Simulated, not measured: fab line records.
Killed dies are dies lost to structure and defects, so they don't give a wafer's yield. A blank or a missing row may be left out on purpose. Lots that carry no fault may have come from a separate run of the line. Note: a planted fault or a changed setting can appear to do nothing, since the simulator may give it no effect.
The same fault as seen by 2 desks | flow gf180mcu | every desk sees just its own numbers, and what lay behind them comes last

## FROM THE METROLOGY DESK
What the gauges read for every lot (on any tool): the sampled wafers with a number, averaged. A lot is out of limits, marked OUT, if its mean lies more than 4 standard deviations from the usual mean; the brackets give that distance.
Columns: A = MIM_ALCU_RS at GF_MIM_RS_MEAS_10, usual 0.1602 ohm/sq; B = MIM_ALCU_THK at GF_MIM_THK_MEAS_11, usual 197.7 nm
lot  | first seen here | A                 | B
L114 | day 24 21:02    | 0.1615            | 195.9
L118 | day 26 12:28    | 0.1435 (-9.3) OUT | 228.4 (+13) OUT
L121 | day 27 08:28    | 0.1590            | 199.0
L124 | day 28 10:26    | 0.1581            | 199.5
L127 | day 28 17:52    | 0.1615            | 196.0
L129 | day 29 14:46    | 0.1613            | 196.5
L130 | day 29 19:36    | 0.1622            | 194.2
L131 | day 30 03:56    | 0.1603            | 196.8
L132 | day 30 08:55    | 0.1610            | 196.4
L136 | day 31 09:50    | 0.1625            | 194.0
This desk's finding: out of limits on L118; first on L118, day 26 12:28 (MIM_ALCU_RS at GF_MIM_RS_MEAS_10). L114, L121, L124, L127, L129, L130, L131, L132, L136: within limits.

## AT THE TOOL OWNER'S DESK: pvdSputter-02
The tool's own readings at GF_MIM_SPUTTER_08 (material AlCu, target thk 200 nm, time 10.6 s): means of the sampled wafers that have a number, for each lot that ran on this tool. A lot is out of limits, marked OUT, if its mean lies more than 4 standard deviations from the usual mean; the brackets give that distance.
Columns: A = cathodeDcPowerW at GF_MIM_SPUTTER_08, usual 10600 W; B = throttleValvePct at GF_MIM_SPUTTER_08, usual 29.2 %
lot  | first seen here | A                       | B
L114 | day 24 20:57    | 10599                   | 29.2
L118 | day 26 12:23    | 12327 (+99 or more) OUT | 29.1
L130 | day 29 19:30    | 10600                   | 29.3
L131 | day 30 03:51    | 10601                   | 29.2
L132 | day 30 08:51    | 10600                   | 28.6
L136 | day 31 09:45    | 10600                   | 29.2
Finding of this desk: L118 out of limits; the first was L118 at day 26 12:23, on cathodeDcPowerW at GF_MIM_SPUTTER_08. L114, L130, L131, L132, L136: within limits.

## TAKEN TOGETHER
An alarm could have come from the tool owner's desk at day 26 12:23, on L118.
An alarm was possible from the metrology desk at day 26 12:28, on L118.
The lots listed all ran GF_MIM_SPUTTER_08 on pvdSputter-02.

## WHAT THE SIMULATOR HAD INSERTED
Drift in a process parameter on pvdSputter-02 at GF_MIM_SPUTTER_08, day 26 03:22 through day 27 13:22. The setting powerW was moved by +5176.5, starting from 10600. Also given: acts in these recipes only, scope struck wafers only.
Lots struck among those shown: L118.
Hours from the fault's start to each desk's first reading out of limits: the tool owner's desk, 9; the metrology desk, 9.
